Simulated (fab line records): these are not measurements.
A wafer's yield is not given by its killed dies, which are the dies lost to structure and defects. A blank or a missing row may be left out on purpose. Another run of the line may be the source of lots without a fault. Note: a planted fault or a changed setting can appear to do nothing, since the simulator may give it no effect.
A struck lot beside a sound one    flow sky130    17 out of 708 route steps
Sound: these wafers, L752.2, L752.4, L752.5. Wafers struck: L771.2, L771.4, L771.5. Last of all comes the cause.
For every step that has rows: the tool of each side, followed by ch and its chambers, followed by its first start. Under that, the readings that differ: sound wafers    struck wafers    difference of the means    sigmas: that difference in standard deviations of wafers without a fault.
alike: readings whose means differ by less than 2 such deviations, and words and numbers that are the same on both sides. not compared: withheld readings, readings that some wafer has no value for, bounds like >300 that may hide the same value, and numbers for which the record gives no deviation and whose values overlap.
A row with sigmas, a row that says differs or no value, or rows on one side alone: a step with any of these is where the two part. When numbers do not overlap yet have no deviation, they are printed without sigmas and do not part them. Lack of a reading on every wafer of one side parts them only where that side has two or more wafers.

SKY_VT_ADJUST_HVTR_OVL_MEAS_08:
  sound on overlay-01 at day 9 07:47; struck on overlay-02 at day 15 08:45
  alike: VT_ADJUST_HVTR_OVL
following that, these wafers have no rows for 1 step: SKY_VT_ADJUST_HVTR_IMPLANT_09.
SKY_VT_ADJUST_HVTR_STRIP_10: strips in O2/N2.
  sound on plasmaAsher-03 ch 0, day 9 07:58; struck on plasmaAsher-02 ch 1, day 15 08:56
reading                   sound        struck       difference  sigmas
drypumpMotorCurrentA (A)  6.2 6.2 6.2  4.7 4.7 4.7  -1.5        -3
  alike: oesProductAu, stripTimeToEndpointS
  not compared: rfHoursCounterH
SKY_VT_ADJUST_HVTR_TW_MEAS_11:
  sound on filmMetro-02 at day 9 08:04; struck on filmMetro-02 at day 15 09:02
  alike: VT_ADJUST_HVTR_TW
then, 7 steps without rows for these wafers: SKY_VT_ADJUST_PCH_DEHYDRATE_00 (time 60 s); SKY_VT_ADJUST_PCH_HMDS_01 (prime time 60 s); SKY_VT_ADJUST_PCH_COAT_02 (resist thk 3000 nm); SKY_VT_ADJUST_PCH_SOFTBAKE_03; SKY_VT_ADJUST_PCH_EXPOSE_04 (exposes mask NWM, target cd 840 nm); SKY_VT_ADJUST_PCH_PEB_05; SKY_VT_ADJUST_PCH_DEVELOP_06 (develop time 60 s).
SKY_VT_ADJUST_PCH_OVL_MEAS_07:
  sound on overlay-02 at day 10 06:17; struck on overlay-01 at day 16 12:21
  alike: VT_ADJUST_PCH_OVL
SKY_VT_ADJUST_PCH_IMPLANT_08:
  sound on implanter-04 ch 0, day 10 06:20; struck on implanter-02 ch 0, day 16 12:25
reading           sound                          struck                         difference  sigmas
doseIonsCm2       5.004e+11 4.992e+11 4.998e+11  4.233e+11 4.228e+11 4.232e+11  -7.670e+10  -99 or more
faradayCurrentUA  2.81 2.88 2.87                 2.43 2.43 2.39                 -0.44       -9
SKY_VT_ADJUST_PCH_STRIP_09: strips in O2/N2.
  sound on plasmaAsher-04 ch 0,1, day 10 06:28; struck on plasmaAsher-01 ch 0,1, day 16 12:32
  alike: drypumpMotorCurrentA, oesProductAu, stripTimeToEndpointS
  not compared: rfHoursCounterH
SKY_VT_ADJUST_PCH_TW_MEAS_10:
  sound on filmMetro-04 at day 10 06:34; struck on filmMetro-04 at day 16 12:38
reading           sound              struck             difference  sigmas
VT_ADJUST_PCH_TW  143.6 143.3 143.2  138.0 137.7 138.2  -5.4        -7
then, 1 step without rows for these wafers: SKY_SONOS_TUNNEL_DEHYDRATE_00 (time 60 s).
-- the record jumps here: 34 days lie between the struck wafers' starts before and after (it left off in module SONOS_TUNNEL and takes up again in module PAD_OPEN, whose first step shown is number 708 of the route) --
SKY_PAD_OPEN_PROBE_99:
  sound on prober-01 at day 45 12:31; struck on prober-02 at day 50 11:20
reading                                sound                   struck                   difference  sigmas
model.etest.pfetG5v0d10v5.vtLongV (V)  -0.9214 -0.9308 -0.922  -0.9808 -0.9814 -0.9751  -0.0544     
  alike: killed_at_M0_to_M3, killed_at_M4_up, killedAtContacts, killedAtFrontEnd, killedAtOther, killedDies, killedOpen, killedShort

## WHERE THEY PART
Earliest at SKY_VT_ADJUST_HVTR_STRIP_10; latest, in this record, at SKY_VT_ADJUST_PCH_TW_MEAS_10. Later steps at which nothing parts them and some readings are alike: SKY_PAD_OPEN_PROBE_99.

WHY: the cause the simulator had injected
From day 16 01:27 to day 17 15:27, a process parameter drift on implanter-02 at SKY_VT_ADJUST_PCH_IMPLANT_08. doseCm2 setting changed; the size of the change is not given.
